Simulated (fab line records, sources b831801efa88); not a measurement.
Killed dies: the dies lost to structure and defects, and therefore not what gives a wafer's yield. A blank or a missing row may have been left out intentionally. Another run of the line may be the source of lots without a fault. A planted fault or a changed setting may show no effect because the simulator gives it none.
8D (eight disciplines) problem report, filled in by code | flow sky130 | the parts of the form that need people (team, actions taken, sign-off) are left out

## 1. PROBLEM STATEMENT
SKY_VIA3_ETCH_15, oes_product_au: mean 0.995 a.u. on 2 wafers (1 lot); fault-free wafers 0.946 a.u., standard deviation 0.0046. That is +11 standard deviations from the usual mean.
The step: etches SiO2 in C4F8/O2/Ar, stops on TiN, target depth 507 nm, time 78 s.
First seen on wafer L246.1, day 41 23:27, on rie_diel-03. The record holds 15 wafers of 5 lots with a number at this step. By rule, "out" or "out of limits" means more than 4 standard deviations away from the usual mean. Any other wafer with a number is counted as sound.

## 2. WHAT IT IS, AND WHAT IT ISN'T
question                    | is                | is not
which readings at this step | oes_product_au    | -
which lots                  | L246              | L241, L245, L254, L255
which wafers of those lots  | L246.1, L246.5    | L246.6
read on which tools         | rie_diel-03       | rie_diel-01, rie_diel-02
when                        | from day 41 23:27 | up to then (7 sound wafers); but 6 sound wafers of L254, L255 came after

## 3. SUSPECTS, AND WHAT RULES EACH OUT
Counting: if a tool at a process step up to the reading ran every lot that is out, it stays a suspect. Sound lots after the first of them don't rule it out here, since some wafers of a struck lot are sound.
- rie_metal-02 at SKY_METAL3_ETCH_16 (etches BARC in N2/H2, stops on SiO2, time 88.2 s, target depth 60 nm): kept. It processed L246, the lot that is out, at day 40 20:59, and its most recent sound lot before then was L241 at day 39 21:28.
- cmp-02 at SKY_VIA3_CMP_02 (polishes SiO2): kept. It processed L246, the lot that is out, at day 40 23:01, and its most recent sound lot before then was L245 at day 40 16:50.
- rie_diel-03 at SKY_VIA3_ETCH_14 (etches BARC in N2/H2, stops on SiO2, time 45.9 s, target depth 60 nm): kept. It processed L246, the lot that is out, at day 41 23:25, and its most recent sound lot before then was L241 at day 40 23:34.
- rie_diel-03 at SKY_VIA3_ETCH_15 (etches SiO2 in C4F8/O2/Ar, stops on TiN, target depth 507 nm, time 78 s): kept. It processed L246, the lot that is out, at day 41 23:27, and its most recent sound lot before then was L241 at day 40 23:36. Its own oes_product_au readings are out on those wafers.
- Within rie_metal-02 at SKY_METAL3_ETCH_16: the wafers that are out ran in chamber 1; their sound lot-mates ran in chamber 0.
- Within rie_diel-03 at SKY_VIA3_ETCH_14: the wafers that are out ran in chambers 2, 3; their sound lot-mates ran in chamber 1.
- Within rie_diel-03 at SKY_VIA3_ETCH_15: the wafers that are out ran in chambers 2, 3; their sound lot-mates ran in chamber 1.
Left after counting: rie_metal-02 at SKY_METAL3_ETCH_16, cmp-02 at SKY_VIA3_CMP_02, rie_diel-03 at SKY_VIA3_ETCH_14, rie_diel-03 at SKY_VIA3_ETCH_15.

## 4. THE CAUSE (what the simulator had put in)
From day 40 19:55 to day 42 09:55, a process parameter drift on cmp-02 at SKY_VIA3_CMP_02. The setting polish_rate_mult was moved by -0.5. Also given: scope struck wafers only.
4 suspects survive the count, and this tool is in that group.

## 5. THE EFFECT CHAIN, in route order
One row per reading whose mean, taken over the struck wafers that have a number, lies over 3 standard deviations from the usual. Only readings for which the record gives a usual standard deviation are gone through. hours: the time from each lot's start at the first step in this table that gives one to its start at this step, as a median over the lots. sigmas: the change in usual standard deviations.
hours | step             | reading        | usual      | on struck wafers | change | sigmas
0     | SKY_VIA3_ETCH_15 | oes_product_au | 0.946 a.u. | 0.995            | +0.049 | +11
Its process steps:
- SKY_VIA3_ETCH_15: etches SiO2 in C4F8/O2/Ar, stops on TiN, target depth 507 nm, time 78 s.
Later steps that measure or inspect, where all struck wafers having a row at the step show a number for every such reading and not one has moved that far: SKY_VIA3_RS_MEAS_22, SKY_VIA3_THK_MEAS_23, SKY_CAP2M_THK_MEAS_01.

## 6. HOW IT WOULD HAVE BEEN CAUGHT EARLIER
First out-of-limits reading in this record: day 41 23:27, which is 28 hours after fault onset at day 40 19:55.
An alarm limit of 4 standard deviations would not have fired on the tool readings at SKY_VIA3_CMP_02 for which the record gives a usual standard deviation, since none of them was out on any struck wafer.
By day 41 23:27 the whole set of lots that are out, 1 in number, had already begun SKY_VIA3_CMP_02 on cmp-02. Had the tool been put on hold then, not one of them would have been saved.
